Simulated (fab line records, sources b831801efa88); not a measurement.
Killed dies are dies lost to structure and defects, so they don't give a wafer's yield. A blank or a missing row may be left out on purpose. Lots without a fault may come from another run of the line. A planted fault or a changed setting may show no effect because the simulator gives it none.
fab line records | flow sky130
record lots=7 wafers=21 last_day=50
route steps=708 shown VIA3@586 METAL4@598 PAD_OPEN@708
lots that met no fault: from a run of the same line without faults
start_h: hours from the record's first day to the start of the lot's first wafer shown | wait_h: hours since the lot's step before | " the same as in the row above | L1.1+2: a row that stands for several wafers | - no value, or no start given | * or withheld: withheld | < > ~ a bound
route shown NAME@n: a module of which the file shows steps, and the number in the route of the first | usual: mean/standard deviation of fault-free wafers | same: alike in all rows | chamber/n: place in a boat | sites: the reading at each site | _std_site: their standard deviation | _edge_site: outer sites' mean less inner sites' | radius_mm: how far each site lies from the wafer's centre | mask NAME#n: copy n | behind: the tool/chamber that last shaped the wafer | hold: why the lot was held/for how many hours/how that ended | device: the transistor (n, p or np) that didn't switch | end of line: the same wafers' tests at the end of the route | a step without rows: its recipe alone | killed: dies lost to structure and defects at the first sort, not the wafer's yield | map: a wafer's dies, x killed, . not, _ none there
set.NAME: the setting as run; set.NAME@STEP: as run at that earlier step | model.NAME: the simulator's own value behind a step, which no gauge read
lots at some steps of the route; a table a step, a row a wafer
services: from which hour (start_h, from the record's first day; less than 0 if before it) a tool's chamber was out of use, for how many hours, and why
## steps
# step SKY_VIA3_OVL_MEAS_13
# usual VIA3_OVL=1/5.4
# columns lot.wafer tool chamber start_h wait_h VIA3_OVL[nm]
L559.2 overlay-02 - 979.33 0.1 -8
L559.3 " - " " -2
L559.5 " - " " -13
L568.2 overlay-01 - 1057.63 0.1 3
L568.4 " - " " 8
L568.6 " - " " 5
L569.4 overlay-01 - 1061.68 0.1 3
L569.5 " - " " 3
L569.6 " - " " -2
L570.2 overlay-01 - 1063.63 0.1 -7
L570.4 " - " " 0
L570.5 " - " " 0
L571.1 overlay-02 - 1068.01 0.1 1
L571.3 " - " " -6
L571.5 " - " " 3
L573.2 overlay-02 - 1078.03 0.1 1
L573.3 " - " " 1
L573.4 " - " " 1
L574.1 overlay-02 - 1082.71 0.1 3
L574.2 " - " " 0
L574.3 " - " " 3
# step SKY_VIA3_ETCH_14
# recipe chemistry=N2/H2 target=BARC ion_energy_ev=200 source_w=500 bias_w=100 pressure_mtorr=30 n2_flow_sccm=100 h2_flow_sccm=200 stop_on=SiO2 time_s=45.9 target_depth_a=600
# usual bias_w=100.00/0.28 drypump_motor_current_A=5.7/0.55 oes_product_au=0.855/0.0046 throttle_valve_pct=13.225/0.0086
# columns lot.wafer tool chamber start_h wait_h bias_w drypump_motor_current_A oes_product_au rf_hours_counter_h throttle_valve_pct
L559.2 rie_diel-04 2 979.36 0.0 99.55 5.6 0.841 14 13.223
L559.3 " 3 " " 100.28 4.9 0.854 9 13.227
L559.5 " 2 " " 99.77 5.6 0.852 - 13.208
L568.2 rie_diel-04 0 1057.66 0.0 100.17 6.0 0.853 27 13.226
L568.4 " 1 " " 100.38 5.6 0.854 28 13.245
L568.6 " 3 " " 99.92 4.9 0.859 - 13.223
L569.4 rie_diel-01 3 1061.70 0.0 100.24 5.8 0.852 17 13.217
L569.5 " 1 " " 100.75 6.3 0.852 - 13.224
L569.6 " 0 " " 100.23 6.6 0.856 - 13.240
L570.2 rie_diel-03 2 1063.66 0.0 100.40 4.8 0.851 22 13.227
L570.4 " 0 " " 100.20 6.1 0.851 20 13.220
L570.5 " 1 " " 100.11 5.0 0.855 - 13.240
L571.1 rie_diel-01 0 1068.05 0.0 100.20 6.7 0.855 27 13.218
L571.3 " 3 " " 99.89 5.8 0.856 17 13.228
L571.5 " 3 " " 99.82 5.8 0.849 - 13.223
L573.2 rie_diel-03 1 1078.06 0.0 99.79 5.0 0.862 20 13.227
L573.3 " 0 " " 99.68 6.1 0.855 21 13.227
L573.4 " 2 " " 100.00 4.8 0.850 22 13.234
L574.1 rie_diel-04 0 1082.75 0.0 99.70 6.0 0.851 27 13.222
L574.2 " 2 " " 99.83 5.6 0.857 17 13.216
L574.3 " 1 " " 99.60 5.7 0.854 29 13.231
# step SKY_VIA3_ETCH_15
# recipe target=SiO2 chemistry=C4F8/O2/Ar target_depth_nm=507 stop_on=TiN mask_material=KrF-thick source_w=1500 bias_w=1200 pressure_mtorr=40 c4f8_flow_sccm=withheld O2_flow_sccm=6 Ar_flow_sccm=300 time_s=78
# usual bias_w=1200/3.7 oes_product_au=0.946/0.0047
# columns lot.wafer tool chamber start_h wait_h bias_w oes_product_au rf_hours_counter_h
L559.2 rie_diel-04 2 979.40 0.0 1203 0.941 14
L559.3 " 3 " " 1196 0.942 9
L559.5 " 2 " " 1208 0.949 -
L568.2 rie_diel-04 0 1057.71 0.0 1200 0.943 27
L568.4 " 1 " " 1203 0.947 28
L568.6 " 3 " " 1199 0.940 -
L569.4 rie_diel-01 3 1061.74 0.0 1207 0.940 17
L569.5 " 1 " " 1202 0.946 -
L569.6 " 0 " " 1196 0.944 -
L570.2 rie_diel-03 2 1063.70 0.0 1199 0.959 22
L570.4 " 0 " " 1201 0.938 20
L570.5 " 1 " " 1200 0.954 -
L571.1 rie_diel-01 0 1068.09 0.0 1204 0.937 27
L571.3 " 3 " " 1199 0.936 17
L571.5 " 3 " " 1204 0.945 -
L573.2 rie_diel-03 1 1078.11 0.0 1201 0.945 20
L573.3 " 0 " " 1205 0.948 21
L573.4 " 2 " " 1208 0.949 22
L574.1 rie_diel-04 0 1082.79 0.0 1196 0.944 28
L574.2 " 2 " " 1193 0.949 17
L574.3 " 1 " " 1196 0.946 29
# step SKY_VIA3_STRIP_16
# recipe chemistry=O2/N2 power_w=1400 pressure_mtorr=1500 platen_temp_c=withheld o2_flow_sccm=3000 n2_flow_sccm=300 overash_fraction=0.5
# usual drypump_motor_current_A=6.1/0.53 oes_product_au=0.402/0.0047 strip_time_to_endpoint_s=4.128/0.021
# columns lot.wafer tool chamber start_h wait_h drypump_motor_current_A oes_product_au rf_hours_counter_h strip_time_to_endpoint_s
L559.2 plasma_asher-04 0 979.46 0.0 5.2 0.401 24 4.154
L559.3 " 1 " " 6.7 0.406 - 4.159
L559.5 " 0 " " 5.2 0.405 - 4.153
L568.2 plasma_asher-04 0 1057.77 0.0 5.2 0.397 32 4.129
L568.4 " 0 " " 5.2 0.400 - 4.099
L568.6 " 0 " " 5.2 0.397 - 4.123
L569.4 plasma_asher-04 0 1061.83 0.1 5.2 0.407 - 4.133
L569.5 " 1 " " 6.8 0.400 - 4.167
L569.6 " 0 " " 5.2 0.404 - 4.116
L570.2 plasma_asher-04 1 1063.76 0.0 6.7 0.403 33 4.132
L570.4 " 1 " " 6.7 0.401 - 4.136
L570.5 " 1 " " 6.7 0.397 - 4.172
L571.1 plasma_asher-01 0 1068.15 0.0 6.3 0.399 95 4.104
L571.3 " 0 " " 6.3 0.403 - 4.119
L571.5 " 0 " " 6.3 0.400 - 4.138
L573.2 plasma_asher-02 0 1078.17 0.0 5.8 0.403 1 4.136
L573.3 " 1 " " 6.2 0.406 - 4.108
L573.4 " 0 " " 5.8 0.409 - 4.152
L574.1 plasma_asher-02 1 1082.85 0.0 6.2 0.403 2 4.166
L574.2 " 0 " " 5.9 0.404 2 4.164
L574.3 " 1 " " 6.2 0.399 - 4.125
# step SKY_VIA3_STRIP_17
# recipe chemistry=post_etch_residue_remover time_s=1200 temp_c=72.5
# step SKY_VIA3_CLEAN_18
# recipe chemistry=IPA time_s=180 temp_c=25
# step SKY_VIA3_CLEAN_19
# recipe chemistry=O3/DIW dry=n2_spin
# step SKY_VIA3_SPUTTER_20
# recipe material=TiN target_thk_nm=20 chamber_pressure_pa=5 power_w=4000 time_s=80
# usual cathode_dc_power_W=4000.0/0.66 chamber_pressure_pa=5.001/0.011 throttle_valve_pct=29.5/1
# columns lot.wafer tool chamber start_h wait_h cathode_dc_power_W chamber_pressure_pa throttle_valve_pct
L559.2 pvd_sputter-01 - 980.06 0.0 3999.3 4.982 27.3
L559.3 " - " " 3998.9 4.998 29.7
L559.5 " - " " 4000.0 4.987 29.6
L568.2 pvd_sputter-01 - 1058.45 0.0 4000.0 5.000 30.0
L568.4 " - " " 4000.3 5.007 27.2
L568.6 " - " " 4000.5 5.008 28.2
L569.4 pvd_sputter-01 - 1062.44 0.0 3998.9 5.008 29.6
L569.5 " - " " 3999.8 4.996 29.5
L569.6 " - " " 3999.2 5.000 27.8
L570.2 pvd_sputter-01 - 1064.71 0.0 4001.9 5.049 27.5
L570.4 " - " " 4000.9 4.983 29.8
L570.5 " - " " 3999.2 5.004 30.0
L571.1 pvd_sputter-02 - 1068.86 0.0 3999.1 5.007 30.2
L571.3 " - " " 3999.6 5.012 29.3
L571.5 " - " " 3999.9 5.018 30.5
L573.2 pvd_sputter-03 - 1079.17 0.0 4000.8 5.000 30.1
L573.3 " - " " 3999.9 4.992 29.3
L573.4 " - " " 3999.6 4.993 31.1
L574.1 pvd_sputter-03 - 1083.50 0.0 4000.9 5.012 29.4
L574.2 " - " " 3999.4 5.016 30.1
L574.3 " - " " 4001.2 5.000 28.6
# step SKY_VIA3_CVD_21
# recipe material=W target_thk_nm=390 time_s=117.31 temp_c=400 pressure_torr=40
# usual heater_power_w=881/92
# columns lot.wafer tool chamber start_h wait_h heater_power_w
L559.2 cvd_w-02 1 980.13 0.0 886
L559.3 " 0 " " 1041
L559.5 " 0 " " 1040
L568.2 cvd_w-01 1 1058.51 0.0 866
L568.4 " 1 " " 895
L568.6 " 0 " " 781
L569.4 cvd_w-02 1 1062.55 0.1 908
L569.5 " 1 " " 892
L569.6 " 0 " " 1041
L570.2 cvd_w-02 0 1064.77 0.0 1030
L570.4 " 1 " " 911
L570.5 " 0 " " 1035
L571.1 cvd_w-01 1 1068.92 0.0 856
L571.3 " 1 " " 855
L571.5 " 0 " " 753
L573.2 cvd_w-01 0 1079.23 0.0 750
L573.3 " 0 " " 757
L573.4 " 1 " " 861
L574.1 cvd_w-01 0 1083.56 0.0 759
L574.2 " 1 " " 865
L574.3 " 0 " " 763
# step SKY_VIA3_RS_MEAS_22
# recipe thk_meas_gauge=four-point-probe reads=W_of_VIA3_CVD_21+TiN_of_VIA3_SPUTTER_20
# usual VIA3_W_RS=0.294/0.0035
# columns lot.wafer tool chamber start_h wait_h VIA3_W_RS[ohm/sq]
L559.2 film_metro-01 - 980.27 0.1 0.287
L559.3 " - " " 0.295
L559.5 " - " " 0.297
L568.2 film_metro-01 - 1058.65 0.1 0.295
L568.4 " - " " 0.298
L568.6 " - " " 0.296
L569.4 film_metro-03 - 1062.69 0.1 0.290
L569.5 " - " " 0.290
L569.6 " - " " 0.291
L570.2 film_metro-04 - 1064.91 0.1 0.295
L570.4 " - " " 0.292
L570.5 " - " " 0.299
L571.1 film_metro-03 - 1069.04 0.1 0.296
L571.3 " - " " 0.299
L571.5 " - " " 0.297
L573.2 film_metro-04 - 1079.37 0.1 0.296
L573.3 " - " " 0.295
L573.4 " - " " 0.295
L574.1 film_metro-03 - 1083.68 0.1 0.288
L574.2 " - " " 0.289
L574.3 " - " " 0.296
# step SKY_VIA3_THK_MEAS_23
# recipe thk_meas_gauge=xrf reads=W_of_VIA3_CVD_21
# usual VIA3_W_THK=394/6
# columns lot.wafer tool chamber start_h wait_h VIA3_W_THK[nm]
L559.2 film_metro-01 - 980.38 0.1 401
L559.3 " - " " 386
L559.5 " - " " 385
L568.2 film_metro-01 - 1058.76 0.1 387
L568.4 " - " " 385
L568.6 " - " " 391
L569.4 film_metro-03 - 1062.78 0.1 402
L569.5 " - " " 403
L569.6 " - " " 402
L570.2 film_metro-04 - 1065.02 0.1 387
L570.4 " - " " 394
L570.5 " - " " 384
L571.1 film_metro-03 - 1069.16 0.1 394
L571.3 " - " " 392
L571.5 " - " " 392
L573.2 film_metro-04 - 1079.48 0.1 387
L573.3 " - " " 389
L573.4 " - " " 389
L574.1 film_metro-03 - 1083.80 0.1 406
L574.2 " - " " 411
L574.3 " - " " 397
# step SKY_VIA3_CMP_24
# recipe stop_on=SiO2 t_overpolish_s=20 down_force_psi=3.5 platen_rpm=60 target_thk_nm=0 pad_velocity_m_s=0.94248
# step SKY_METAL4_SPUTTER_00
# recipe material=Ti target_thk_nm=15 power_w=3000 time_s=10 chamber_pressure_pa=0.4
# usual cathode_dc_power_W=3000.0/0.53 chamber_pressure_pa=0.3999/0.00083 throttle_valve_pct=29.5/1
# columns lot.wafer tool chamber start_h wait_h cathode_dc_power_W chamber_pressure_pa throttle_valve_pct
L559.2 pvd_sputter-03 - 980.73 0.2 2999.8 0.3993 29.8
L559.3 " - " " 3000.1 0.3999 31.2
L559.5 " - " " 2999.9 0.3999 30.9
L568.2 pvd_sputter-04 - 1059.11 0.2 - - -
L568.4 " - " " - - -
L568.6 " - " " - - -
L569.4 pvd_sputter-01 - 1063.16 0.2 - - -
L569.5 " - " " - - -
L569.6 " - " " - - -
L570.2 pvd_sputter-03 - 1065.37 0.1 - - -
L570.4 " - " " - - -
L570.5 " - " " - - -
L571.1 pvd_sputter-01 - 1069.52 0.2 3000.6 0.4009 27.4
L571.3 " - " " 2999.5 0.3996 30.2
L571.5 " - " " 3000.1 0.3999 27.5
L573.2 pvd_sputter-04 - 1079.83 0.1 3000.9 0.3998 29.8
L573.3 " - " " 2999.1 0.4014 31.2
L573.4 " - " " 3000.1 0.4000 29.8
L574.1 pvd_sputter-03 - 1084.20 0.2 3000.6 0.4006 31.0
L574.2 " - " " 3000.5 0.3990 29.3
L574.3 " - " " 3000.5 0.4005 28.2
# step SKY_METAL4_SPUTTER_01
# recipe material=TiN target_thk_nm=20 power_w=6500 time_s=16.7 chamber_pressure_pa=0.4
# step SKY_PAD_OPEN_PROBE_99
# usual defect_limited_yield=82.6/2 killed_at_M0_to_M3=43/7.3 killed_at_M4_up=3.4/1.7 killed_at_contacts=24/4.5 killed_at_front_end=16/4.4 killed_at_other=0.2/0.51 killed_dies=86/9.7 killed_open=46/6.6 killed_short=39/7.1 sort_bin_3_pad_short=0.9/0.45 sort_bin_5_function=10.4/1.4 sort_bin_6_memory=6.2/1.2 sort_n_pass=406/9.7 sort_yield_pct=82.6/2
# same gross_dies=492 killed_at_back_side=0 sort_bin_4_leakage[%]=0 sort_bin_8_speed[%]=0
# columns lot.wafer tool chamber start_h wait_h defect_limited_yield[%] killed_at_M0_to_M3 killed_at_M4_up killed_at_contacts killed_at_front_end killed_at_other killed_dies killed_open killed_short sort_bin_3_pad_short[%] sort_bin_5_function[%] sort_bin_6_memory[%] sort_n_pass sort_yield_pct[%] model.etest.via3_chain.rc_ohm
L559.2 prober-01 - 1167.10 0.1 82.3 40 5 22 20 0 87 43 44 0.6 9.8 7.3 405 82.3 9.973
L559.3 prober-01 - 1167.15 0.2 82.5 46 5 19 16 0 86 34 51 0.6 10.8 6.1 406 82.5 9.591
L559.5 prober-01 - 1167.25 0.2 79.1 58 3 23 19 0 103 50 53 1.0 11.2 8.7 389 79.1 10.19
L568.2 prober-01 - 1183.08 0.1 83.3 32 4 27 18 1 82 46 36 0.4 10.8 5.5 410 83.3 11.2
L568.4 prober-01 - 1183.18 0.2 83.7 44 3 20 13 0 80 41 39 0.2 8.7 7.3 412 83.7 10.53
L568.6 prober-01 - 1183.28 0.2 85.6 29 4 23 15 0 71 49 22 0.8 8.1 5.5 421 85.6 10.53
L569.4 prober-01 - 1185.44 0.2 82.9 39 5 22 18 0 84 44 38 0.6 10.6 5.9 408 82.9 10.55
L569.5 prober-01 - 1185.49 0.2 81.7 49 3 21 17 0 90 54 36 1.4 10.8 6.1 402 81.7 10.29
L569.6 prober-01 - 1185.54 0.2 80.5 53 1 26 16 0 96 53 42 0.8 12.2 6.5 396 80.5 10.13
L570.2 prober-01 - 1186.44 0.1 83.3 44 4 20 13 1 82 45 37 0.4 11.4 4.9 410 83.3 10.46
L570.4 prober-01 - 1186.54 0.2 84.1 39 5 19 15 0 78 40 38 0.8 12.6 2.4 414 84.1 10.82
L570.5 prober-01 - 1186.59 0.2 84.3 36 6 21 14 0 77 37 40 0.6 11.2 3.9 415 84.3 10.77
L571.1 prober-01 - 1190.90 0.1 80.9 49 7 19 19 0 94 49 45 0.6 11.8 6.7 398 80.9 9.376
L571.3 prober-01 - 1191.00 0.2 77.2 60 3 30 18 1 112 52 59 1.4 12.6 8.7 380 77.2 9.419
L571.5 prober-01 - 1191.10 0.2 80.7 53 5 18 19 0 95 46 48 2.0 11.2 6.1 397 80.7 9.832
L573.2 prober-01 - 1197.62 0.1 84.6 42 6 13 15 0 76 43 33 0.4 8.5 6.5 416 84.6 10.27
L573.3 prober-01 - 1197.67 0.2 82.7 42 7 23 12 1 85 41 44 1.8 11.6 3.9 407 82.7 9.634
L573.4 prober-01 - 1197.72 0.2 85.6 36 4 24 7 0 71 32 39 0.6 8.5 5.3 421 85.6 9.293
L574.1 prober-01 - 1203.05 0.1 83.1 36 5 22 20 0 83 40 41 1.0 9.8 6.1 409 83.1 10.21
L574.2 prober-01 - 1203.10 0.1 82.5 41 8 25 12 0 86 48 38 1.0 11.8 4.7 406 82.5 9.954
L574.3 prober-01 - 1203.15 0.2 81.5 42 3 29 17 0 91 48 42 1.0 11.0 6.5 401 81.5 9.243
# killed by level:class
L559.2 VIA1:geometric_particle:open=9 CONTACT:geometric_particle:open=8 LI_CONTACT:geometric_particle:short=6 VIA3:geometric_particle:open=6 POLY_GATE:geometric_particle:short=5 VIA2:geometric_particle:short=5 LI_CONTACT:geometric_particle:open=5 VIA3:geometric_particle:short=5
L559.3 METAL1:geometric_particle:short=10 CONTACT:geometric_particle:open=6 VIA2:geometric_particle:short=6 FIELD_ISO:geometric_particle:short=5 POLY_GATE:geometric_particle:short=5 LOCAL_INTERCONNECT:geometric_particle:short=5 VIA1:geometric_particle:open=5 VIA3:geometric_particle:open=5
L559.5 VIA1:geometric_particle:open=14 VIA1:geometric_particle:short=9 METAL1:geometric_particle:short=8 METAL2:geometric_particle:short=8 POLY_GATE:geometric_particle:open=6 VIA2:geometric_particle:open=6 CONTACT:geometric_particle:open=5 VIA2:geometric_particle:short=5
L568.2 CONTACT:geometric_particle:open=10 VIA1:geometric_particle:open=8 VIA2:geometric_particle:open=7 LI_CONTACT:geometric_particle:open=6 CONTACT:geometric_particle:short=6 POLY_GATE:geometric_particle:short=5 LOCAL_INTERCONNECT:geometric_particle:short=4 METAL1:geometric_particle:short=4
L568.4 VIA1:geometric_particle:open=9 VIA2:geometric_particle:open=8 METAL2:geometric_particle:short=6 CONTACT:geometric_particle:short=5 CONTACT:geometric_particle:open=5 VIA1:geometric_particle:short=5 VIA3:geometric_particle:open=4 FIELD_ISO:geometric_particle:short=3
L568.6 CONTACT:geometric_particle:open=11 VIA1:geometric_particle:open=9 LI_CONTACT:geometric_particle:open=7 VIA3:geometric_particle:open=5 FIELD_ISO:geometric_particle:short=4 FIELD_ISO:geometric_particle:open=4 METAL2:geometric_particle:short=4 POLY_GATE:geometric_particle:open=3
L569.4 VIA1:geometric_particle:open=16 LI_CONTACT:geometric_particle:open=7 METAL1:geometric_particle:short=6 POLY_GATE:geometric_particle:short=5 CONTACT:geometric_particle:open=5 METAL2:geometric_particle:short=5 POLY_GATE:geometric_particle:open=4 CONTACT:geometric_particle:short=4
L569.5 VIA3:geometric_particle:open=12 CONTACT:geometric_particle:open=10 VIA2:geometric_particle:open=8 VIA1:geometric_particle:open=6 FIELD_ISO:geometric_particle:open=5 METAL2:geometric_particle:short=5 METAL1:geometric_particle:short=5 POLY_GATE:geometric_particle:open=4
L569.6 VIA1:geometric_particle:open=16 LI_CONTACT:geometric_particle:open=9 METAL1:geometric_particle:short=8 CONTACT:geometric_particle:short=7 VIA3:geometric_particle:open=7 CONTACT:geometric_particle:open=4 VIA1:geometric_particle:short=4 METAL2:geometric_particle:short=4
L570.2 VIA1:geometric_particle:open=12 VIA3:geometric_particle:open=10 CONTACT:geometric_particle:short=6 VIA2:geometric_particle:open=5 LI_CONTACT:geometric_particle:open=5 LOCAL_INTERCONNECT:geometric_particle:short=4 FIELD_ISO:geometric_particle:short=4 FIELD_ISO:geometric_particle:open=3
L570.4 CONTACT:geometric_particle:open=9 VIA2:geometric_particle:open=9 FIELD_ISO:geometric_particle:short=7 METAL2:geometric_particle:short=6 VIA1:geometric_particle:open=6 VIA3:geometric_particle:open=5 METAL1:geometric_particle:short=5 METAL4:geometric_particle:short=4
L570.5 VIA1:geometric_particle:open=13 LOCAL_INTERCONNECT:geometric_particle:short=7 VIA3:geometric_particle:open=6 METAL4:geometric_particle:short=6 CONTACT:geometric_particle:open=5 CONTACT:geometric_particle:short=4 METAL1:geometric_particle:short=4 VIA1:geometric_particle:short=4
L571.1 VIA2:geometric_particle:open=11 VIA1:geometric_particle:open=9 METAL2:geometric_particle:short=6 LI_CONTACT:geometric_particle:open=6 CONTACT:geometric_particle:open=6 FIELD_ISO:geometric_particle:short=4 POLY_GATE:geometric_particle:short=4 VIA1:geometric_particle:short=4
L571.3 VIA1:geometric_particle:open=16 CONTACT:geometric_particle:short=11 CONTACT:geometric_particle:open=11 METAL2:geometric_particle:short=9 VIA1:geometric_particle:short=9 VIA2:geometric_particle:open=6 POLY_CUT:geometric_particle:short=5 LI_CONTACT:geometric_particle:open=5
L571.5 VIA2:geometric_particle:open=13 LI_CONTACT:geometric_particle:open=8 POLY_GATE:geometric_particle:short=7 VIA1:geometric_particle:short=6 METAL2:geometric_particle:short=6 VIA2:geometric_particle:short=6 VIA3:geometric_particle:open=6 CONTACT:geometric_particle:open=5
L573.2 POLY_GATE:geometric_particle:open=8 METAL1:geometric_particle:short=8 VIA3:geometric_particle:open=8 VIA1:geometric_particle:open=7 METAL2:geometric_particle:short=6 CONTACT:geometric_particle:open=4 CONTACT:geometric_particle:short=4 FIELD_ISO:geometric_particle:open=3
L573.3 METAL2:geometric_particle:short=12 VIA1:geometric_particle:open=11 LI_CONTACT:geometric_particle:open=8 METAL4:geometric_particle:short=7 CONTACT:geometric_particle:short=5 VIA2:geometric_particle:open=5 VIA3:geometric_particle:open=5 LI_CONTACT:geometric_particle:short=4
L573.4 VIA1:geometric_particle:open=7 LOCAL_INTERCONNECT:geometric_particle:short=7 METAL2:geometric_particle:short=7 CONTACT:geometric_particle:open=6 POLY_GATE:geometric_particle:short=5 VIA1:geometric_particle:short=5 VIA2:geometric_particle:open=5 LI_CONTACT:geometric_particle:short=4
L574.1 VIA1:geometric_particle:open=11 CONTACT:geometric_particle:short=6 VIA1:geometric_particle:short=6 VIA2:geometric_particle:open=6 CONTACT:geometric_particle:open=5 FIELD_ISO:geometric_particle:open=4 POLY_GATE:geometric_particle:short=4 POLY_GATE:geometric_particle:open=4
L574.2 VIA1:geometric_particle:open=11 CONTACT:geometric_particle:open=9 METAL2:geometric_particle:short=9 VIA2:geometric_particle:open=6 LI_CONTACT:geometric_particle:open=6 CONTACT:geometric_particle:short=5 VIA1:geometric_particle:short=4 METAL4:geometric_particle:short=4
L574.3 VIA1:geometric_particle:open=9 CONTACT:geometric_particle:short=9 CONTACT:geometric_particle:open=9 VIA2:geometric_particle:open=8 LI_CONTACT:geometric_particle:open=7 FIELD_ISO:geometric_particle:short=6 METAL1:geometric_particle:short=6 METAL2:geometric_particle:short=6
## services
# columns tool chamber start_h hours kind
plasma_asher-02 - 964.76 2.7 repair
plasma_asher-04 - 980.15 4.3 pm
pvd_sputter-04 - 984.55 0.5 repair
cvd_w-02 - 985.69 6.9 pm
pvd_sputter-03 - 995.72 0.8 repair
pvd_sputter-03 - 998.51 4.1 repair
rie_diel-04 - 1007.82 2.8 pm
plasma_asher-02 - 1008.99 0.7 repair
plasma_asher-02 - 1017.11 1.1 repair
rie_diel-01 2 1024.71 7.2 repair
pvd_sputter-04 - 1027.12 3.1 repair
rie_diel-04 - 1028.51 0.6 repair
pvd_sputter-01 - 1028.70 2.3 repair
pvd_sputter-03 - 1030.25 5.6 repair
plasma_asher-02 - 1033.42 2.4 repair
plasma_asher-02 - 1034.49 0.6 repair
cvd_w-02 0 1037.36 3.0 repair
cvd_w-02 0 1050.39 8.0 repair
rie_diel-03 2 1055.07 6.5 repair
plasma_asher-02 - 1055.25 9.0 pm
pvd_sputter-03 - 1060.27 0.8 repair
rie_diel-04 - 1063.35 0.6 repair
plasma_asher-04 - 1071.51 1.7 repair
plasma_asher-04 - 1076.18 2.8 pm
## key
first_sign step=SKY_METAL4_SPUTTER_00 reading=tool_record direction=missing
effect none on later readings
model_effect step=SKY_PAD_OPEN_PROBE_99 value=etest.via3_chain.rc_ohm without=9.626 struck=10.59
met_at SKY_METAL4_SPUTTER_00
struck_wafers L568.2,L568.4,L568.6,L569.4,L569.5,L569.6,L570.2,L570.4,L570.5
onset_between 980.73 1059.11
fault kind=skipped_step_whole tool=pvd_sputter-01,pvd_sputter-03,pvd_sputter-04 chamber=- onset_h=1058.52 steps=SKY_METAL4_SPUTTER_00 scope=struck_lots_only
